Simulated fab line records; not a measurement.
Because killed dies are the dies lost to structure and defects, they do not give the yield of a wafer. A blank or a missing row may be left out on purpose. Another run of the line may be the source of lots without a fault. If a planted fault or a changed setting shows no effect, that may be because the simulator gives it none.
The tool behind it: which one? || flow sky130 || Sampling: 13 lots, 39 wafers, 4 of 708 route steps

WHAT EACH GAUGE READ, for each wafer
SKY_GATE_OXIDE_THK_MEAS_02.
{"lot": "L786", "measured": "day 13 04:54", "on": "film-metro-03", "GATE_OXIDE_OXIDATION_00_THK (nm)": "10.29 10.37 10.28"}
{"lot": "L787", "measured": "day 13 12:37", "on": "film-metro-04", "GATE_OXIDE_OXIDATION_00_THK (nm)": "10.42 10.56 10.40"}
{"lot": "L788", "measured": "day 13 21:27", "on": "film-metro-04", "GATE_OXIDE_OXIDATION_00_THK (nm)": "10.11 10.18 10.08"}
{"lot": "L790", "measured": "day 14 12:01", "on": "film-metro-03", "GATE_OXIDE_OXIDATION_00_THK (nm)": "10.08 10.20 10.14"}
{"lot": "L791", "measured": "day 14 21:16", "on": "film-metro-04", "GATE_OXIDE_OXIDATION_00_THK (nm)": "10.07 10.08 10.23"}
{"lot": "L792", "measured": "day 15 05:16", "on": "film-metro-04", "GATE_OXIDE_OXIDATION_00_THK (nm)": "10.18 10.23 10.20"}
{"lot": "L793", "measured": "day 15 08:14", "on": "film-metro-01", "GATE_OXIDE_OXIDATION_00_THK (nm)": "9.90 9.94 10.05"}
{"lot": "L794", "measured": "day 15 22:32", "on": "film-metro-04", "GATE_OXIDE_OXIDATION_00_THK (nm)": "10.25 10.24 10.45"}
{"lot": "L796", "measured": "day 16 10:55", "on": "film-metro-03", "GATE_OXIDE_OXIDATION_00_THK (nm)": "10.52 10.37 10.46"}
{"lot": "L798", "measured": "day 17 03:44", "on": "film-metro-04", "GATE_OXIDE_OXIDATION_00_THK (nm)": "10.08 10.23 10.38"}
{"lot": "L800", "measured": "day 18 06:44", "on": "film-metro-01", "GATE_OXIDE_OXIDATION_00_THK (nm)": "10.19 10.05 10.01"}
{"lot": "L805", "measured": "day 20 05:57", "on": "film-metro-04", "GATE_OXIDE_OXIDATION_00_THK (nm)": "10.78 10.71 10.54"}
{"lot": "L806", "measured": "day 20 21:52", "on": "film-metro-01", "GATE_OXIDE_OXIDATION_00_THK (nm)": "10.51 10.43 10.31"}

SKY_POLY_GATE_CD_MEAS_13: the cd target is 150 nm.
{"lot": "L786", "measured": "day 16 20:23", "on": "cd-sem-02", "cd-nm (nm)": "149.0 148.7 148.9"}
{"lot": "L787", "measured": "day 17 04:03", "on": "cd-sem-01", "cd-nm (nm)": "149.1 148.2 148.3"}
{"lot": "L788", "measured": "day 17 19:34", "on": "cd-sem-02", "cd-nm (nm)": "149.5 147.8 148.9"}
{"lot": "L790", "measured": "day 18 09:13", "on": "cd-sem-02", "cd-nm (nm)": "149.9 150.8 150.2"}
{"lot": "L791", "measured": "day 18 16:48", "on": "cd-sem-01", "cd-nm (nm)": "152.8 152.1 153.6"}
{"lot": "L792", "measured": "day 19 02:43", "on": "cd-sem-01", "cd-nm (nm)": "151.5 152.0 151.2"}
{"lot": "L793", "measured": "day 19 06:11", "on": "cd-sem-01", "cd-nm (nm)": "151.0 152.5 152.0"}
{"lot": "L794", "measured": "day 19 18:29", "on": "cd-sem-02", "cd-nm (nm)": "150.3 151.0 150.5"}
{"lot": "L796", "measured": "day 20 10:48", "on": "cd-sem-02", "cd-nm (nm)": "148.5 148.5 149.9"}
{"lot": "L798", "measured": "day 21 06:59", "on": "cd-sem-01", "cd-nm (nm)": "152.6 150.5 150.5"}
{"lot": "L800", "measured": "day 22 08:33", "on": "cd-sem-02", "cd-nm (nm)": "152.3 153.1 152.5"}
{"lot": "L805", "measured": "day 24 07:27", "on": "cd-sem-01", "cd-nm (nm)": "148.3 147.3 149.5"}
{"lot": "L806", "measured": "day 24 21:27", "on": "cd-sem-02", "cd-nm (nm)": "150.2 149.4 149.6"}

WHICH TOOL RAN EACH LOT (tool, then ch and the chambers of the sampled wafers, then the start)
{"lot": "L786", "SKY_SONOS_ONO_STRIP_17": "plasma-asher-04 ch 0,1, day 13 02:52", "SKY_GATE_OXIDE_CLEAN_15": "wet-bench-01 ch 3, day 14 07:32"}
{"lot": "L787", "SKY_SONOS_ONO_STRIP_17": "plasma-asher-04 ch 0,1, day 13 10:34", "SKY_GATE_OXIDE_CLEAN_15": "wet-bench-03 ch 3, day 14 15:17"}
{"lot": "L788", "SKY_SONOS_ONO_STRIP_17": "plasma-asher-01 ch 0,1, day 13 18:48", "SKY_GATE_OXIDE_CLEAN_15": "wet-bench-02 ch 0, day 15 00:44"}
{"lot": "L790", "SKY_SONOS_ONO_STRIP_17": "plasma-asher-04 ch 0,1, day 14 09:07", "SKY_GATE_OXIDE_CLEAN_15": "wet-bench-01 ch 2, day 15 15:03"}
{"lot": "L791", "SKY_SONOS_ONO_STRIP_17": "plasma-asher-02 ch 0,1, day 14 19:34", "SKY_GATE_OXIDE_CLEAN_15": "wet-bench-03 ch 0, day 16 01:20"}
{"lot": "L792", "SKY_SONOS_ONO_STRIP_17": "plasma-asher-04 ch 0,1, day 15 02:12", "SKY_GATE_OXIDE_CLEAN_15": "wet-bench-03 ch 1, day 16 09:13"}
{"lot": "L793", "SKY_SONOS_ONO_STRIP_17": "plasma-asher-04 ch 0,1, day 15 06:01", "SKY_GATE_OXIDE_CLEAN_15": "wet-bench-03 ch 0, day 16 13:27"}
{"lot": "L794", "SKY_SONOS_ONO_STRIP_17": "plasma-asher-01 ch 0,1, day 15 20:54", "SKY_GATE_OXIDE_CLEAN_15": "wet-bench-01 ch 2, day 17 01:56"}
{"lot": "L796", "SKY_SONOS_ONO_STRIP_17": "plasma-asher-02 ch 1, day 16 09:02", "SKY_GATE_OXIDE_CLEAN_15": "wet-bench-02 ch 0, day 17 15:38"}
{"lot": "L798", "SKY_SONOS_ONO_STRIP_17": "plasma-asher-02 ch 0,1, day 17 01:27", "SKY_GATE_OXIDE_CLEAN_15": "wet-bench-03 ch 1, day 18 09:19"}
{"lot": "L800", "SKY_SONOS_ONO_STRIP_17": "plasma-asher-01 ch 0,1, day 18 01:49", "SKY_GATE_OXIDE_CLEAN_15": "wet-bench-02 ch 0, day 19 13:03"}
{"lot": "L805", "SKY_SONOS_ONO_STRIP_17": "plasma-asher-02 ch 0,1, day 20 03:51", "SKY_GATE_OXIDE_CLEAN_15": "wet-bench-02 ch 3, day 21 12:48"}
{"lot": "L806", "SKY_SONOS_ONO_STRIP_17": "plasma-asher-04 ch 1, day 20 20:15", "SKY_GATE_OXIDE_CLEAN_15": "wet-bench-02 ch 3, day 22 04:45"}
- SKY_SONOS_ONO_STRIP_17: strips in O2/N2.
- SKY_GATE_OXIDE_CLEAN_15: cleans in SC1/SC2, time 150 s.

WHAT THE TOOLS THEMSELVES READ (means of the sampled wafers that have a number; where no wafer has one, the mark that the record gives instead)
SKY_SONOS_ONO_STRIP_17.
{"lot": "L786", "tool": "plasma-asher-04", "drypump-motor-current-A (A)": 6.2, "o2-flow-sccm (sccm)": 3009, "oes-product-au (a.u.)": 0.711, "strip-time-to-endpoint-s (s)": 14.12}
{"lot": "L787", "tool": "plasma-asher-04", "drypump-motor-current-A (A)": 6.2, "o2-flow-sccm (sccm)": 2999, "oes-product-au (a.u.)": 0.708, "strip-time-to-endpoint-s (s)": 14.11}
{"lot": "L788", "tool": "plasma-asher-01", "drypump-motor-current-A (A)": 5.8, "o2-flow-sccm (sccm)": 3000, "oes-product-au (a.u.)": 0.704, "strip-time-to-endpoint-s (s)": 14.14}
{"lot": "L790", "tool": "plasma-asher-04", "drypump-motor-current-A (A)": 6.2, "o2-flow-sccm (sccm)": 2992, "oes-product-au (a.u.)": 0.711, "strip-time-to-endpoint-s (s)": 14.13}
{"lot": "L791", "tool": "plasma-asher-02", "drypump-motor-current-A (A)": 5.4, "o2-flow-sccm (sccm)": 2998, "oes-product-au (a.u.)": 0.711, "strip-time-to-endpoint-s (s)": 14.11}
{"lot": "L792", "tool": "plasma-asher-04", "drypump-motor-current-A (A)": 6.2, "o2-flow-sccm (sccm)": 2999, "oes-product-au (a.u.)": 0.712, "strip-time-to-endpoint-s (s)": 14.04}
{"lot": "L793", "tool": "plasma-asher-04", "drypump-motor-current-A (A)": 5.9, "o2-flow-sccm (sccm)": 2996, "oes-product-au (a.u.)": 0.709, "strip-time-to-endpoint-s (s)": 14.13}
{"lot": "L794", "tool": "plasma-asher-01", "drypump-motor-current-A (A)": 6.0, "o2-flow-sccm (sccm)": 2999, "oes-product-au (a.u.)": 0.709, "strip-time-to-endpoint-s (s)": 14.09}
{"lot": "L796", "tool": "plasma-asher-02", "drypump-motor-current-A (A)": 6.2, "o2-flow-sccm (sccm)": 2991, "oes-product-au (a.u.)": 0.707, "strip-time-to-endpoint-s (s)": 14.15}
{"lot": "L798", "tool": "plasma-asher-02", "drypump-motor-current-A (A)": 5.3, "o2-flow-sccm (sccm)": 3012, "oes-product-au (a.u.)": 0.703, "strip-time-to-endpoint-s (s)": 14.11}
{"lot": "L800", "tool": "plasma-asher-01", "drypump-motor-current-A (A)": 5.8, "o2-flow-sccm (sccm)": 3003, "oes-product-au (a.u.)": 0.713, "strip-time-to-endpoint-s (s)": 14.08}
{"lot": "L805", "tool": "plasma-asher-02", "drypump-motor-current-A (A)": 5.4, "o2-flow-sccm (sccm)": 2999, "oes-product-au (a.u.)": 0.709, "strip-time-to-endpoint-s (s)": 14.03}
{"lot": "L806", "tool": "plasma-asher-04", "drypump-motor-current-A (A)": 5.5, "o2-flow-sccm (sccm)": 3006, "oes-product-au (a.u.)": 0.710, "strip-time-to-endpoint-s (s)": 14.06}

SKY_GATE_OXIDE_CLEAN_15.
{"lot": "L786", "tool": "wet-bench-01", "run-length-s (s)": 178}
{"lot": "L787", "tool": "wet-bench-03", "run-length-s (s)": 175}
{"lot": "L788", "tool": "wet-bench-02", "run-length-s (s)": 180}
{"lot": "L790", "tool": "wet-bench-01", "run-length-s (s)": 176}
{"lot": "L791", "tool": "wet-bench-03", "run-length-s (s)": 175}
{"lot": "L792", "tool": "wet-bench-03", "run-length-s (s)": 177}
{"lot": "L793", "tool": "wet-bench-03", "run-length-s (s)": 183}
{"lot": "L794", "tool": "wet-bench-01", "run-length-s (s)": 176}
{"lot": "L796", "tool": "wet-bench-02", "run-length-s (s)": 173}
{"lot": "L798", "tool": "wet-bench-03", "run-length-s (s)": 177}
{"lot": "L800", "tool": "wet-bench-02", "run-length-s (s)": 180}
{"lot": "L805", "tool": "wet-bench-02", "run-length-s (s)": 104}
{"lot": "L806", "tool": "wet-bench-02", "run-length-s (s)": 96}

THE ANSWER, worked out from the rows above alone
Rule: usual is defined by the lots themselves. Put in order of their means at a reading, lots are off if they are a third of the lots or fewer, leave a main group of 4 or more, and stand apart from it by a gap of 3 or more times the standard deviation of the main group's means; of several such gaps the widest counts. A main group is skipped when, at the precision printed for the reading in the tables above, its means are all equal. A lot without any number at a reading at which 4 lots or more have one is off too. Any other lot the step has rows for is counted as sound. Order of review: gauges by route order, followed by the tools' own readings, for which a lot's mean as printed above is used. The first step at which some lot is off is used, and at that step the reading that is off furthest; a lot without a number counts as furthest.
Off at SKY_GATE_OXIDE_CLEAN_15 (run-length-s): L805, L806. The main group: mean 177 s, standard deviation 2.7.
A tool fits if, at that step or a process step before it, it ran every lot that is off, and no sound lot after the first of them. One fits: SKY_GATE_OXIDE_CLEAN_15 on wet-bench-02. A fault onset in the window from L800 (day 19 13:03, its last sound lot) to L805 (day 21 12:48, its first lot off) fits.
On the lots that are off, the tool's own readings at SKY_GATE_OXIDE_CLEAN_15 differ by more than 5 times the standard deviation of the sound lots' means, which bears it out; run-length-s reads 100 s there versus 177 s on the sound lots.

WHAT HAD BEEN PUT IN BY THE SIMULATOR
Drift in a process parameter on wet-bench-02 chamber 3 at SKY_GATE_OXIDE_CLEAN_15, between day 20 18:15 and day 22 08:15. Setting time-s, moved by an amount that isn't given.
Shown lots that were struck: L805, L806. The rule above found the same.
